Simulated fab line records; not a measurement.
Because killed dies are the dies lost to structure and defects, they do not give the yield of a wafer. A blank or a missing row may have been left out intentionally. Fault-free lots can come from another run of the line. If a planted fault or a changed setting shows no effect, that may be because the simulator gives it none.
fab line records	flow sky130
record: lots: 5	wafers: 15	last-day: 50
route steps=708 shown VIA4@651 METAL5@661 PAD_OPEN@708
lots untouched by any fault: they come from a run of this same line in which no faults occurred
start-h: hours from the record's first day to the start of the lot's first wafer shown	wait-h: hours since the lot's step before	" same as the row above	L1.1+2: one row covering several wafers at once	- no value present, or no start provided	* or withheld: withheld	< > ~ a bound
route shown NAME@n: names a module that has steps shown in the file, with the first one's number in the route	usual: average and standard deviation across the fault-free wafers	same: alike in all rows	chamber/n: place in a boat	sites: the reading at each site	_std_site: standard deviation of those values	_edge_site: the outer-site mean with the inner-site mean subtracted	radius-mm: how far each site lies from the wafer's centre	mask NAME#n: copy n	behind: tool/chamber where the wafer was last shaped	hold: the reason the lot was held/the length of the hold in hours/how it ended	device: whichever transistor did not switch (one of n, p or np)	end of line: at the end of the route, the tests of the same wafers	for a step that has no rows: nothing shown but its recipe	killed: at the first sort, the dies lost to defects and structure; wafer yield is something else	map: per-die view of a wafer (x killed, . not killed, _ where there is no die)
set.NAME: setting as actually run; set.NAME@STEP: the setting as run at that earlier step	model.NAME: the simulator's own value behind a step, which no gauge read
a table for each step, a row for each wafer; lots at some steps of the route
services: a tool's chamber out of use, with start hour (start-h, from the record's first day; less than 0 if before it), hours out, and reason
== steps ==
step: SKY_VIA4_ETCH_12
recipe: target: SiO2	chemistry: C4F8/O2/Ar	stop-on: TiN	mask-material: NOVOLAK	source-w: 1458	bias-w: 1200	pressure-mtorr: 40	c4f8-flow-sccm: withheld	O2_flow_sccm: 6	Ar_flow_sccm: 300	time-s: withheld	target-depth-a: 5800
usual: oes-product-au: 0.925/0.0049
lot.wafer	tool	chamber	start-h	wait-h	oes-product-au
L250.1	rie-diel-02	0	998.72	0.0	0.925
L250.5	"	0	"	"	0.926
L250.6	"	1	"	"	0.923
L256.1	rie-diel-02	2	1042.97	0.0	0.922
L256.2	"	1	"	"	0.929
L256.6	"	2	"	"	0.928
L264.1	rie-diel-04	0	1095.47	0.0	0.923
L264.2	"	3	"	"	0.922
L264.3	"	1	"	"	0.931
L270.1	rie-diel-02	2	1133.91	0.0	0.926
L270.2	"	1	"	"	0.922
L270.3	"	0	"	"	0.929
L273.2	rie-diel-04	2	1137.77	0.0	0.930
L273.3	"	0	"	"	0.920
L273.6	"	2	"	"	0.919
step: SKY_VIA4_STRIP_13
recipe: chemistry: O2/N2	power-w: 1400	pressure-mtorr: 1500	platen-temp-c: withheld	o2-flow-sccm: 3000	n2-flow-sccm: 300	overash-fraction: 0.5
usual: drypump-motor-current-A: 5.79/0.22	o2-flow-sccm: 3000/8.2	oes-product-au: 0.709/0.0045	strip-time-to-endpoint-s: 12.83/0.035
lot.wafer	tool	chamber	start-h	wait-h	drypump-motor-current-A	o2-flow-sccm	oes-product-au	rf-hours-counter-h	strip-time-to-endpoint-s
L250.1	plasma-asher-02	0	998.79	-	5.62	3005	0.703	86	12.84
L250.5	"	0	"	"	5.58	3001	0.714	-	12.85
L250.6	"	1	"	"	5.75	3010	0.706	-	12.84
L256.1	plasma-asher-04	0	1043.04	-	6.25	3006	0.711	62	12.89
L256.2	"	1	"	"	5.94	3004	0.713	62	12.86
L256.6	"	0	"	"	6.20	2995	0.716	-	12.80
L264.1	plasma-asher-02	0	1095.54	-	5.59	2993	0.713	95	12.81
L264.2	"	1	"	"	5.71	2991	0.705	95	12.81
L264.3	"	1	"	"	5.73	2991	0.707	-	12.82
L270.1	plasma-asher-01	1	1133.98	-	6.01	2987	0.702	40	12.90
L270.2	"	0	"	"	5.60	2999	0.706	40	12.87
L270.3	"	1	"	"	6.02	3002	0.714	-	12.85
L273.2	plasma-asher-02	0	1137.84	-	5.57	3001	0.707	98	12.82
L273.3	"	0	"	"	5.59	2992	0.707	-	12.75
L273.6	"	0	"	"	5.59	2999	0.709	-	12.78
step: SKY_VIA4_STRIP_14
recipe: chemistry: post-etch-residue-remover	time-s: 1200	temp-c: 72.5
step: SKY_VIA4_CLEAN_15
recipe: chemistry: IPA	time-s: 180	temp-c: 25
step: SKY_VIA4_CLEAN_16
recipe: chemistry: O3/DIW	dry: n2-spin
step: SKY_VIA4_SPUTTER_17
recipe: material: TiN	target-thk-nm: 20	chamber-pressure-pa: 5	power-w: 4000	time-s: 80
usual: chamber-pressure-pa: 4.999/0.0094	throttle-valve-pct: 29.8/0.79
lot.wafer	tool	chamber	start-h	wait-h	chamber-pressure-pa	throttle-valve-pct
L250.1	pvd-sputter-03	-	999.43	0.0	4.991	29.1
L250.5	"	-	"	"	5.000	31.0
L250.6	"	-	"	"	4.989	29.2
L256.1	pvd-sputter-04	-	1043.64	0.0	4.990	31.0
L256.2	"	-	"	"	4.999	30.4
L256.6	"	-	"	"	5.003	30.8
L264.1	pvd-sputter-01	-	1096.14	0.0	5.011	29.3
L264.2	"	-	"	"	5.015	27.9
L264.3	"	-	"	"	5.005	30.4
L270.1	pvd-sputter-04	-	1134.61	0.0	5.004	29.9
L270.2	"	-	"	"	5.016	30.9
L270.3	"	-	"	"	5.008	30.2
L273.2	pvd-sputter-03	-	1138.43	0.0	5.022	29.1
L273.3	"	-	"	"	4.991	31.1
L273.6	"	-	"	"	4.984	29.3
step: SKY_VIA4_CVD_18
recipe: material: W	target-thk-nm: 505	time-s: 152.14	temp-c: 400	pressure-torr: 40
usual: heater-power-w: 907/97
lot.wafer	tool	chamber	start-h	wait-h	heater-power-w
L250.1	cvd-w-02	0	999.49	0.0	992
L250.5	"	1	"	"	936
L250.6	"	0	"	"	994
L256.1	cvd-w-02	0	1043.70	0.0	1003
L256.2	"	1	"	"	924
L256.6	"	0	"	"	1003
L264.1	cvd-w-02	1	1096.20	0.0	907
L264.2	"	0	"	"	994
L264.3	"	1	"	"	927
L270.1	cvd-w-02	1	1134.67	0.0	946
L270.2	"	0	"	"	1001
L270.3	"	1	"	"	887
L273.2	cvd-w-02	0	1138.50	0.0	1002
L273.3	"	0	"	"	995
L273.6	"	1	"	"	935
step: SKY_VIA4_RS_MEAS_19
recipe: thk-meas-gauge: four-point-probe	reads: W_of_VIA4_CVD_18+TiN_of_VIA4_SPUTTER_17
usual: VIA4_W_RS: 0.2272/0.0023
lot.wafer	tool	chamber	start-h	wait-h	VIA4_W_RS[ohm/sq]
L250.1	film-metro-03	-	999.65	0.1	0.2230
L250.5	"	-	"	"	0.2259
L250.6	"	-	"	"	0.2261
L256.1	film-metro-03	-	1043.85	0.1	0.2272
L256.2	"	-	"	"	0.2284
L256.6	"	-	"	"	0.2287
L264.1	film-metro-03	-	1096.36	0.1	0.2278
L264.2	"	-	"	"	0.2259
L264.3	"	-	"	"	0.2249
L270.1	film-metro-01	-	1134.82	0.1	0.2297
L270.2	"	-	"	"	0.2314
L270.3	"	-	"	"	0.2299
L273.2	film-metro-04	-	1138.67	0.1	0.2293
L273.3	"	-	"	"	0.2292
L273.6	"	-	"	"	0.2295
step: SKY_VIA4_THK_MEAS_20
recipe: thk-meas-gauge: xrf	reads: W_of_VIA4_CVD_18
usual: VIA4_W_THK: 497/7.3
lot.wafer	tool	chamber	start-h	wait-h	VIA4_W_THK[nm]
L250.1	film-metro-03	-	999.77	0.1	509
L250.5	"	-	"	"	502
L250.6	"	-	"	"	500
L256.1	film-metro-03	-	1043.97	0.1	502
L256.2	"	-	"	"	499
L256.6	"	-	"	"	492
L264.1	film-metro-03	-	1096.48	0.1	496
L264.2	"	-	"	"	498
L264.3	"	-	"	"	500
L270.1	film-metro-01	-	1134.94	0.1	494
L270.2	"	-	"	"	483
L270.3	"	-	"	"	490
L273.2	film-metro-04	-	1138.78	0.1	497
L273.3	"	-	"	"	497
L273.6	"	-	"	"	495
step: SKY_VIA4_CMP_21
recipe: stop-on: SiO2	t-overpolish-s: 25	down-force-psi: 3.5	platen-rpm: 60	target-thk-nm: 0	pad-velocity-m-s: 0.94248
usual: edge-zone-pressure-frac: 1.000/0.005	motor-current-A: 11.3/0.75	overpolish-run-s: 25.001/0.0089	slurry-flow-ml-min: 150.0/0.48	time-to-endpoint-s: 121/3.4
lot.wafer	tool	chamber	start-h	wait-h	edge-zone-pressure-frac	motor-current-A	overpolish-run-s	slurry-flow-ml-min	time-to-endpoint-s
L250.1	cmp-02	3	999.98	0.2	1.002	10.2	24.990	150.1	117
L250.5	"	0	"	"	1.003	9.6	24.989	149.3	118
L250.6	"	1	"	"	0.989	11.2	25.014	149.0	117
L256.2	cmp-02	1	1044.03	0.0	0.997	11.0	25.003	149.9	118
L256.1	"	3	"	"	0.997	11.9	24.998	150.9	120
L256.6	"	2	"	"	0.997	11.1	24.998	149.7	123
L264.2	cmp-01	1	1096.54	0.0	0.996	11.0	25.001	150.0	119
L264.1	"	2	"	"	0.999	10.6	25.006	150.2	115
L264.3	"	0	"	"	1.013	13.2	25.003	151.0	123
L270.3	cmp-02	2	1135.00	0.0	0.997	11.1	25.002	149.4	120
L270.2	"	0	"	"	1.000	11.2	25.003	150.3	113
L270.1	"	1	"	"	0.991	11.0	24.999	150.2	118
L273.2	cmp-01	2	1138.83	0.0	1.002	10.8	24.987	149.5	123
L273.3	"	0	"	"	1.002	13.0	24.989	150.1	129
L273.6	"	2	"	"	1.004	10.5	24.998	150.5	121
step: SKY_METAL5_SPUTTER_00
recipe: material: Ti	target-thk-nm: 15	power-w: 3000	time-s: 10	chamber-pressure-pa: 0.4
step: SKY_METAL5_SPUTTER_01
recipe: material: TiN	target-thk-nm: 20	power-w: 6500	time-s: 16.7	chamber-pressure-pa: 0.4
step: SKY_METAL5_SPUTTER_02
recipe: material: AlCu	target-thk-nm: 1150	power-w: 10600	time-s: 61.2	chamber-pressure-pa: 0.4
usual: chamber-pressure-pa: 0.3999/0.00078	throttle-valve-pct: 29.2/0.93
lot.wafer	tool	chamber	start-h	wait-h	chamber-pressure-pa	throttle-valve-pct	model.AlCu_of_METAL5_SPUTTER_02.thk-nm
L250.1	pvd-sputter-02	-	1000.17	0.0	0.4011	29.3	1178
L250.5	"	-	"	"	0.3998	28.4	1164
L250.6	"	-	"	"	0.4001	27.9	1165
L256.1	pvd-sputter-01	-	1044.39	0.0	0.4004	29.0	859.1
L256.2	"	-	"	"	0.4012	28.0	1153
L256.6	"	-	"	"	0.4009	29.0	866.8
L264.1	pvd-sputter-03	-	1096.88	0.0	0.3992	29.1	1147
L264.2	"	-	"	"	0.3997	29.3	1150
L264.3	"	-	"	"	0.3990	30.1	1154
L270.1	pvd-sputter-01	-	1135.35	0.0	0.4003	30.6	1148
L270.2	"	-	"	"	0.3995	29.5	1148
L270.3	"	-	"	"	0.4008	29.0	1151
L273.2	pvd-sputter-01	-	1139.18	0.0	0.3989	29.7	1151
L273.3	"	-	"	"	0.4015	27.8	1148
L273.6	"	-	"	"	0.4007	30.4	1147
step: SKY_METAL5_SPUTTER_03
recipe: material: Ti	target-thk-nm: 5	power-w: 3000	time-s: 3.3	chamber-pressure-pa: 0.4
step: SKY_METAL5_SPUTTER_04
recipe: material: TiN	target-thk-nm: 70	power-w: 6500	time-s: 56.1	chamber-pressure-pa: 0.4
step: SKY_METAL5_RS_MEAS_05
recipe: thk-meas-gauge: four-point-probe	reads: TiN_of_METAL5_SPUTTER_04+Ti_of_METAL5_SPUTTER_03+AlCu_of_METAL5_SPUTTER_02+TiN_of_METAL5_SPUTTER_01+Ti_of_METAL5_SPUTTER_00
usual: METAL5_ALCU_RS: 0.02706/0.00023
lot.wafer	tool	chamber	start-h	wait-h	METAL5_ALCU_RS[ohm/sq]
L250.1	film-metro-02	-	1000.29	0.0	0.02647
L250.5	"	-	"	"	0.02679
L250.6	"	-	"	"	0.02671
L256.1	film-metro-04	-	1044.52	0.0	0.0363
L256.2	"	-	"	"	0.02698
L256.6	"	-	"	"	0.03605
L264.1	film-metro-04	-	1097.00	0.0	0.02725
L264.2	"	-	"	"	0.02716
L264.3	"	-	"	"	0.02699
L270.1	film-metro-01	-	1135.47	0.0	0.02712
L270.2	"	-	"	"	0.02713
L270.3	"	-	"	"	0.02701
L273.2	film-metro-02	-	1139.31	0.0	0.02706
L273.3	"	-	"	"	0.02715
L273.6	"	-	"	"	0.02714
step: SKY_METAL5_THK_MEAS_06
recipe: thk-meas-gauge: xrf	reads: AlCu_of_METAL5_SPUTTER_02
usual: METAL5_ALCU_THK: 1138/14
lot.wafer	tool	chamber	start-h	wait-h	METAL5_ALCU_THK[nm]
L250.1	film-metro-02	-	1000.41	0.1	1167
L250.5	"	-	"	"	1159
L250.6	"	-	"	"	1158
L256.1	film-metro-04	-	1044.64	0.1	841
L256.2	"	-	"	"	1130
L256.6	"	-	"	"	848
L264.1	film-metro-04	-	1097.12	0.1	1136
L264.2	"	-	"	"	1133
L264.3	"	-	"	"	1137
L270.1	film-metro-01	-	1135.59	0.1	1135
L270.2	"	-	"	"	1126
L270.3	"	-	"	"	1133
L273.2	film-metro-02	-	1139.42	0.1	1151
L273.3	"	-	"	"	1138
L273.6	"	-	"	"	1143
step: SKY_METAL5_DEHYDRATE_07
recipe: temp-c: 200	time-s: 60
step: SKY_METAL5_HMDS_08
recipe: prime-time-s: 60	prime-temp-c: 120
step: SKY_METAL5_COAT_09
recipe: resist: NOVOLAK	spin-rpm: 3000	resist-thk-nm: 1800
step: SKY_METAL5_SOFTBAKE_10
recipe: temp-c: 90	time-s: 60	resist: NOVOLAK
step: SKY_METAL5_EXPOSE_11
recipe: mask-id: MM5	na: 0.6	source-shape: conventional	sigma-outer: 0.6	polarization: unpolarized	target-cd-nm: 1600	dose-mj: 190
step: SKY_METAL5_PEB_12
recipe: temp-c: withheld	time-s: *	resist: NOVOLAK
step: SKY_METAL5_DEVELOP_13
recipe: resist: NOVOLAK	developer: TMAH	develop-time-s: 60	dev-temp-c: 23
step: SKY_METAL5_DESCUM_14
recipe: chemistry: O2	source-power-w: 150	bias-power-w: 0	pressure-mtorr: 10	temp-c: 40	time-s: 11
step: SKY_METAL5_METAL_ETCH_15
recipe: target-depth-a: 12600	stop-on: SiO2	over-etch-frac: 0.2	time-s: 252	chemistry: Cl2/BCl3	resist-sidewall-deg: 86	pressure-mtorr: 10	icp-w: 900	bias-w: 48.5	Cl2_flow_sccm: 60	bcl3-flow-sccm: 30
usual: drypump-motor-current-A: 5.7/0.35	oes-product-au: 0.894/0.005	throttle-valve-pct: 22.264/0.0089
lot.wafer	tool	chamber	start-h	wait-h	drypump-motor-current-A	oes-product-au	rf-hours-counter-h	throttle-valve-pct
L250.1	rie-metal-02	1	1022.88	0.0	5.8	0.891	9	22.256
L250.5	"	1	"	"	5.8	0.894	-	22.255
L250.6	"	0	"	"	5.7	0.892	-	22.242
L256.1	rie-metal-04	1	1065.62	0.0	5.0	0.778	15	22.260
L256.2	"	0	"	"	5.9	0.897	18	22.262
L256.6	"	1	"	"	5.0	0.784	-	22.269
L264.1	rie-metal-04	1	1117.02	0.0	4.9	0.895	19	22.271
L264.2	"	0	"	"	5.8	0.889	21	22.264
L264.3	"	0	"	"	5.8	0.891	-	22.257
L270.1	rie-metal-02	1	1153.77	0.0	5.8	0.890	18	22.263
L270.2	"	0	"	"	5.7	0.892	20	22.263
L270.3	"	0	"	"	5.7	0.885	-	22.248
L273.2	rie-metal-04	0	1156.61	0.0	5.8	0.900	25	22.257
L273.3	"	1	"	"	5.0	0.892	-	22.264
L273.6	"	0	"	"	5.8	0.888	-	22.277
step: SKY_METAL5_STRIP_16
recipe: chemistry: O2/N2	power-w: 1400	pressure-mtorr: 1500	platen-temp-c: withheld	o2-flow-sccm: 3000	n2-flow-sccm: 300	overash-fraction: 0.5
step: SKY_PAD_OPEN_PROBE_99
usual: defect-limited-yield: 82.4/1.8	killed_at_M0_to_M3: 44/7	killed_at_M4_up: 3.2/2	killed-at-contacts: 25/5.3	killed-at-front-end: 15/4.3	killed-at-other: 0.3/0.54	killed-dies: 86/8.7	killed-open: 47/6.4	killed-short: 39/5.6	sort_bin_3_pad_short: 0.9/0.43	sort_bin_5_function: 10.4/1.4	sort_bin_6_memory: 6.3/1.2	sort-n-pass: 406/8.7	sort-yield-pct: 82.4/1.8
same: gross-dies: 492	killed-at-back-side: 0	sort_bin_4_leakage[%]: 0	sort_bin_8_speed[%]: 0
lot.wafer	tool	chamber	start-h	wait-h	defect-limited-yield[%]	killed_at_M0_to_M3	killed_at_M4_up	killed-at-contacts	killed-at-front-end	killed-at-other	killed-dies	killed-open	killed-short	sort_bin_3_pad_short[%]	sort_bin_5_function[%]	sort_bin_6_memory[%]	sort-n-pass	sort-yield-pct[%]	model.etest.met5.rs-ohm-sq	model.etest.met5.line-ohm-um
L250.1	prober-01	-	1070.70	0.1	81.7	48	1	26	15	0	90	50	39	1.0	10.2	7.1	402	81.7	0.02662	0.01663
L250.5	prober-01	-	1070.90	0.2	81.9	49	4	27	9	0	89	46	43	1.2	11.2	5.7	403	81.9	0.02664	0.01659
L250.6	prober-01	-	1070.95	0.2	79.7	53	2	25	20	0	100	51	49	1.2	10.2	8.9	392	79.7	0.02664	0.01674
L256.1	prober-01	-	1110.30	0.1	83.3	36	5	27	12	2	82	54	26	0.4	10.6	5.7	410	83.3	0.03632	0.02263
L256.2	prober-01	-	1110.35	0.1	85.4	33	0	30	9	0	72	42	30	0.6	8.7	5.3	420	85.4	0.02692	0.01689
L256.6	prober-01	-	1110.55	0.2	83.1	49	2	19	12	1	83	46	36	1.8	10.0	5.1	409	83.1	0.03628	0.02276
L264.1	prober-01	-	1157.01	0.1	81.5	48	1	27	15	0	91	55	36	0.4	12.0	6.1	401	81.5	0.02738	0.01712
L264.2	prober-01	-	1157.06	0.1	82.3	44	6	24	13	0	87	49	38	1.6	9.3	6.7	405	82.3	0.02719	0.01703
L264.3	prober-01	-	1157.11	0.2	78.5	55	3	27	21	0	106	60	45	1.2	13.8	6.5	386	78.5	0.02708	0.01697
L270.1	prober-01	-	1190.19	0.1	84.1	33	1	24	20	0	78	45	33	0.2	11.2	4.5	414	84.1	0.02719	0.01692
L270.2	prober-01	-	1190.24	0.1	79.9	49	4	27	19	0	99	51	48	0	11.0	9.1	393	79.9	0.02716	0.01693
L270.3	prober-01	-	1190.29	0.2	81.5	49	1	23	18	0	91	54	37	0.6	10.2	7.7	401	81.5	0.027	0.01689
L273.2	prober-01	-	1193.59	0.1	81.1	48	4	30	11	0	93	58	35	0.2	12.8	5.9	399	81.1	0.0271	0.01693
L273.3	prober-01	-	1193.64	0.2	80.3	48	3	35	11	0	97	58	39	0.6	11.6	7.5	395	80.3	0.02712	0.01701
L273.6	prober-01	-	1193.79	0.2	79.9	56	5	19	19	0	99	52	47	1.0	9.6	9.6	393	79.9	0.02726	0.01706
killed by level:class
L250.1 CONTACT:geometric-particle:open=11 VIA1:geometric-particle:open=10 VIA2:geometric-particle:open=9 VIA2:geometric-particle:short=6 CONTACT:geometric-particle:short=5 POLY_GATE:geometric-particle:open=4 LI_CONTACT:geometric-particle:open=4 METAL1:geometric-particle:short=4
L250.5 CONTACT:geometric-particle:open=9 CONTACT:geometric-particle:short=8 VIA3:geometric-particle:open=8 VIA2:geometric-particle:open=7 METAL1:geometric-particle:short=7 VIA1:geometric-particle:open=7 LI_CONTACT:geometric-particle:open=6 VIA1:geometric-particle:short=5
L250.6 METAL1:geometric-particle:short=10 VIA2:geometric-particle:open=10 CONTACT:geometric-particle:open=7 VIA1:geometric-particle:open=7 LI_CONTACT:geometric-particle:open=6 FIELD_ISO:geometric-particle:open=5 METAL3:geometric-particle:short=5 METAL2:geometric-particle:short=5
L256.1 CONTACT:geometric-particle:open=13 LI_CONTACT:geometric-particle:open=8 VIA2:geometric-particle:open=8 VIA1:geometric-particle:open=6 FIELD_ISO:geometric-particle:short=4 METAL1:geometric-particle:short=4 FIELD_ISO:geometric-particle:open=3 METAL2:geometric-particle:short=3
L256.2 CONTACT:geometric-particle:open=11 VIA1:geometric-particle:open=8 LI_CONTACT:geometric-particle:open=7 LOCAL_INTERCONNECT:geometric-particle:short=6 VIA2:geometric-particle:open=6 VIA3:geometric-particle:open=5 METAL2:geometric-particle:short=4 VIA2:geometric-particle:short=3
L256.6 VIA2:geometric-particle:open=11 VIA1:geometric-particle:short=7 VIA3:geometric-particle:open=7 VIA1:geometric-particle:open=6 POLY_GATE:geometric-particle:open=5 CONTACT:geometric-particle:open=5 CONTACT:geometric-particle:short=5 METAL1:geometric-particle:short=5
L264.1 VIA1:geometric-particle:open=12 CONTACT:geometric-particle:open=10 VIA2:geometric-particle:open=10 LI_CONTACT:geometric-particle:open=8 CONTACT:geometric-particle:short=7 VIA3:geometric-particle:open=7 FIELD_ISO:geometric-particle:short=5 METAL1:geometric-particle:short=5
L264.2 VIA1:geometric-particle:open=12 VIA2:geometric-particle:open=9 CONTACT:geometric-particle:open=7 VIA3:geometric-particle:open=6 FIELD_ISO:geometric-particle:short=5 METAL1:geometric-particle:short=5 LI_CONTACT:geometric-particle:open=5 LOCAL_INTERCONNECT:geometric-particle:short=5
L264.3 VIA1:geometric-particle:open=12 CONTACT:geometric-particle:open=12 LI_CONTACT:geometric-particle:open=7 VIA3:geometric-particle:open=7 VIA3:geometric-particle:short=7 POLY_GATE:geometric-particle:open=6 METAL1:geometric-particle:short=6 FIELD_ISO:geometric-particle:short=5
L270.1 FIELD_ISO:geometric-particle:short=10 CONTACT:geometric-particle:open=10 VIA3:geometric-particle:open=8 LI_CONTACT:geometric-particle:open=7 LOCAL_INTERCONNECT:geometric-particle:short=6 FIELD_ISO:geometric-particle:open=5 VIA2:geometric-particle:open=5 VIA1:geometric-particle:open=3
L270.2 VIA3:geometric-particle:open=12 METAL2:geometric-particle:short=9 LI_CONTACT:geometric-particle:open=7 LOCAL_INTERCONNECT:geometric-particle:short=7 METAL1:geometric-particle:short=7 POLY_GATE:geometric-particle:open=6 VIA2:geometric-particle:open=6 CONTACT:geometric-particle:short=5
L270.3 VIA1:geometric-particle:open=13 LI_CONTACT:geometric-particle:open=8 CONTACT:geometric-particle:open=8 VIA3:geometric-particle:open=8 METAL2:geometric-particle:short=7 FIELD_ISO:geometric-particle:open=6 VIA2:geometric-particle:open=6 FIELD_ISO:geometric-particle:short=5
L273.2 CONTACT:geometric-particle:open=14 VIA1:geometric-particle:open=12 VIA2:geometric-particle:open=11 LI_CONTACT:geometric-particle:open=8 METAL2:geometric-particle:short=7 VIA3:geometric-particle:open=5 CONTACT:geometric-particle:short=5 METAL4:geometric-particle:short=3
L273.3 CONTACT:geometric-particle:open=16 VIA1:geometric-particle:open=10 LI_CONTACT:geometric-particle:open=8 CONTACT:geometric-particle:short=7 METAL1:geometric-particle:short=7 METAL2:geometric-particle:short=7 VIA2:geometric-particle:open=7 VIA3:geometric-particle:open=6
L273.6 VIA1:geometric-particle:open=11 VIA1:geometric-particle:short=10 VIA2:geometric-particle:open=9 FIELD_ISO:geometric-particle:open=7 LI_CONTACT:geometric-particle:open=7 CONTACT:geometric-particle:open=7 VIA3:geometric-particle:open=6 FIELD_ISO:geometric-particle:short=5
== services ==
tool	chamber	start-h	hours	kind
rie-diel-02	2	981.65	3.0	repair
pvd-sputter-01	-	1005.01	14.3	repair
pvd-sputter-01	-	1006.91	0.7	repair
cmp-02	-	1016.71	0.7	repair
cmp-02	-	1019.20	2.6	repair
rie-diel-02	1	1019.65	4.6	repair
cmp-02	-	1030.24	1.6	repair
rie-metal-04	-	1035.26	28.1	pm
plasma-asher-02	-	1035.97	21.6	pm
rie-diel-02	0	1039.83	11.7	repair
rie-diel-04	1	1054.43	4.0	repair
plasma-asher-04	-	1057.59	2.8	pm
pvd-sputter-02	-	1065.46	5.2	repair
rie-diel-04	2	1075.18	4.4	repair
rie-diel-02	3	1082.13	5.0	repair
cmp-02	-	1084.00	4.0	pm
rie-diel-04	3	1086.63	4.6	repair
cmp-01	-	1102.38	0.6	repair
cvd-w-02	-	1112.82	2.8	pm
plasma-asher-02	-	1120.63	3.4	repair
cmp-01	-	1130.35	3.9	pm
rie-diel-02	0	1137.32	7.5	repair
pvd-sputter-04	-	1142.27	2.3	repair
cmp-02	-	1149.70	4.8	pm
== key ==
first-sign: step: SKY_METAL5_RS_MEAS_05	reading: METAL5_ALCU_RS	direction: up	sigmas: 40	usual: 0.02706	struck: 0.03617
effect: step: SKY_METAL5_THK_MEAS_06	reading: METAL5_ALCU_THK	direction: down	sigmas: 21	usual: 1138	struck: 845
effect: step: SKY_METAL5_METAL_ETCH_15	reading: oes-product-au	direction: down	sigmas: 22	usual: 0.894	struck: 0.781
model-effect: step: SKY_METAL5_SPUTTER_02	value: AlCu_of_METAL5_SPUTTER_02.thk-nm	without: 1154	struck: 862.9
model-effect: step: SKY_PAD_OPEN_PROBE_99	value: etest.met5.rs-ohm-sq	without: 0.02706	struck: 0.0363
met-at SKY_METAL5_SPUTTER_02
struck-wafers L256.1,L256.6
fault: kind: process-parameter-drift	tool: pvd-sputter-01	chamber: -	onset-h: 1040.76	steps: SKY_METAL5_SPUTTER_02	channel: time-s	offset: *	shape: step	end-h: 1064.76	acts-in: *	stated: *	scope: struck-wafers-only
